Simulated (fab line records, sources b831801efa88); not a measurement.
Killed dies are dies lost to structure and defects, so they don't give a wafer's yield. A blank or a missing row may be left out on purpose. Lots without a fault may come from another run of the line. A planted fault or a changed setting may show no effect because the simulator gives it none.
Which tool did it? | flow gf180mcu | 24 lots, 72 wafers sampled, at 1 step of a route of 602

WHAT THE GAUGES READ, wafer by wafer
GF_V1_CD_MEAS_14: target cd 260 nm. Usual: cd_nm 260.2 nm, standard deviation 1.2.
lot  | measured     | on        | cd_nm (nm)        | flag
L074 | day 18 11:49 | cd_sem-01 | 260.7 261.1 261.4 |
L075 | day 18 15:33 | cd_sem-02 | 260.6 259.7 260.1 |
L076 | day 18 16:43 | cd_sem-02 | 259.8 260.2 259.7 |
L077 | day 19 00:38 | cd_sem-02 | 262.3 261.4 260.7 |
L078 | day 19 17:29 | cd_sem-01 | 260.5 261.2 260.7 |
L079 | day 20 00:22 | cd_sem-02 | 258.1 258.2 257.4 |
L080 | day 20 17:29 | cd_sem-01 | 260.3 260.5 260.6 |
L081 | day 21 04:04 | cd_sem-01 | 261.1 261.1 260.7 |
L082 | day 21 12:16 | cd_sem-01 | 257.9 258.6 258.5 |
L083 | day 21 15:25 | cd_sem-02 | 261.9 261.7 262.2 |
L084 | day 22 09:55 | cd_sem-02 | 262.9 262.2 261.1 |
L085 | day 22 15:26 | cd_sem-01 | 261.5 261.2 260.5 |
L086 | day 22 20:31 | cd_sem-01 | 261.7 262.0 261.8 |
L087 | day 22 23:44 | cd_sem-01 | 258.3 259.7 258.8 |
L088 | day 23 14:47 | cd_sem-01 | 261.7 261.4 262.4 |
L089 | day 24 00:35 | cd_sem-02 | 260.7 260.4 260.3 |
L091 | day 24 12:25 | cd_sem-01 | 259.3 260.0 259.6 |
L090 | day 24 15:43 | cd_sem-01 | 260.7 259.1 260.7 |
L092 | day 24 17:16 | cd_sem-02 | 259.9 261.2 260.6 |
L093 | day 25 03:07 | cd_sem-01 | 260.1 259.1 259.7 |
L094 | day 25 04:02 | cd_sem-01 | 258.9 257.7 259.9 |
L095 | day 25 16:32 | cd_sem-01 | 259.1 258.8 260.0 |
L096 | day 25 23:49 | cd_sem-02 | 259.9 260.5 258.6 |
L097 | day 25 23:55 | cd_sem-01 | 260.8 260.6 260.9 |

WHICH TOOL RAN EACH LOT (tool, then ch and the chambers of the sampled wafers, then the start)
The record holds no process step before these readings.

WHAT THE TOOLS THEMSELVES READ (means of the sampled wafers that have a number; where no wafer has one, the mark that the record gives instead)
The record holds no such reading with a usual standard deviation.

THE ANSWER, worked out from the rows above alone
Rule: a lot is off if the mean of its wafers that have a number lies more than 3 standard deviations from the usual mean. A lot without any number at a reading at which 4 lots or more have one is off too. The other lots that the step has rows for count as sound. The gauges are gone through in route order, then the tools' own readings, and for those a lot's mean is taken as printed above. The first step at which some lot is off is used, and at that step the reading that is off furthest; a lot without a number counts as furthest.
No lot is off at any reading shown: from this, nothing can be told.

WHAT THE SIMULATOR HAD PUT IN
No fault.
